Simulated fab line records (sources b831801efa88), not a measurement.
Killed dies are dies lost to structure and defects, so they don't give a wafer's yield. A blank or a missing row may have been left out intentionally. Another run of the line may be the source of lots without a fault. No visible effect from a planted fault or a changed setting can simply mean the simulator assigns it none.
One fault through the eyes of 2 desks | flow sky130 | what lay behind the numbers comes last; until then each desk has only its own

## THE TOOL OWNER'S DESK: rieMetal-01
The tool's own readings at SKY_LOCAL_INTERCONNECT_METAL_ETCH_14 (etches TiN in Cl2/BCl3, stops on PSG, target depth 110 nm, time 31.4 s): means of the sampled wafers that have a number, for each lot that ran on this tool. A lot is out of limits, marked OUT, if its mean lies more than 4 standard deviations from the usual mean; the brackets give that distance.
Columns: A = drypumpMotorCurrentA at SKY_LOCAL_INTERCONNECT_METAL_ETCH_14, usual 6.0 A; B = oesProductAu at SKY_LOCAL_INTERCONNECT_METAL_ETCH_14, usual 0.939 a.u.; C = throttleValvePct at SKY_LOCAL_INTERCONNECT_METAL_ETCH_14, usual 21.902 %
lot  | first seen here | A   | B     | C
L272 | day 32 03:08    | 5.4 | 0.939 | 21.901
L280 | day 34 17:11    | 5.5 | 0.933 | 21.894
L281 | day 34 21:49    | 5.5 | 0.944 | 21.897
L282 | day 35 10:17    | 5.5 | 0.941 | 21.910
L289 | day 37 13:47    | 5.4 | 0.946 | 21.900
This desk found nothing out of limits on any of the 5 lots.

## THE METROLOGY DESK
Lot by lot, what the gauges showed, no matter which tool ran the lot: averages of those sampled wafers that carry a number. A lot is out of limits, marked OUT, if its mean lies more than 4 standard deviations from the usual mean; the brackets give that distance.
Columns: A = VT_ADJUST_HVTR_OVL at SKY_VT_ADJUST_HVTR_OVL_MEAS_08, usual -0.1 nm
lot  | first seen here | A
L267 | day 9 11:17     | -1.5
L272 | day 11 02:06    | -1.3
L280 | day 13 07:24    | -3.1
L281 | day 13 18:32    | -1.1
L282 | day 14 02:48    | -0.5
L283 | day 14 16:20    | -0.8
L284 | day 14 23:50    | 1.5
L285 | day 15 08:53    | 1.0
L286 | day 15 09:53    | -1.1
L288 | day 16 05:50    | -0.1
L289 | day 16 08:59    | 1.5
L290 | day 16 15:57    | -0.3
This desk found nothing out of limits on any of the 12 lots.

## PUT TOGETHER
The desk of the tool owner found nothing out of limits.
The metrology desk saw nothing out of limits.

## WHAT THE SIMULATOR HAD PUT IN
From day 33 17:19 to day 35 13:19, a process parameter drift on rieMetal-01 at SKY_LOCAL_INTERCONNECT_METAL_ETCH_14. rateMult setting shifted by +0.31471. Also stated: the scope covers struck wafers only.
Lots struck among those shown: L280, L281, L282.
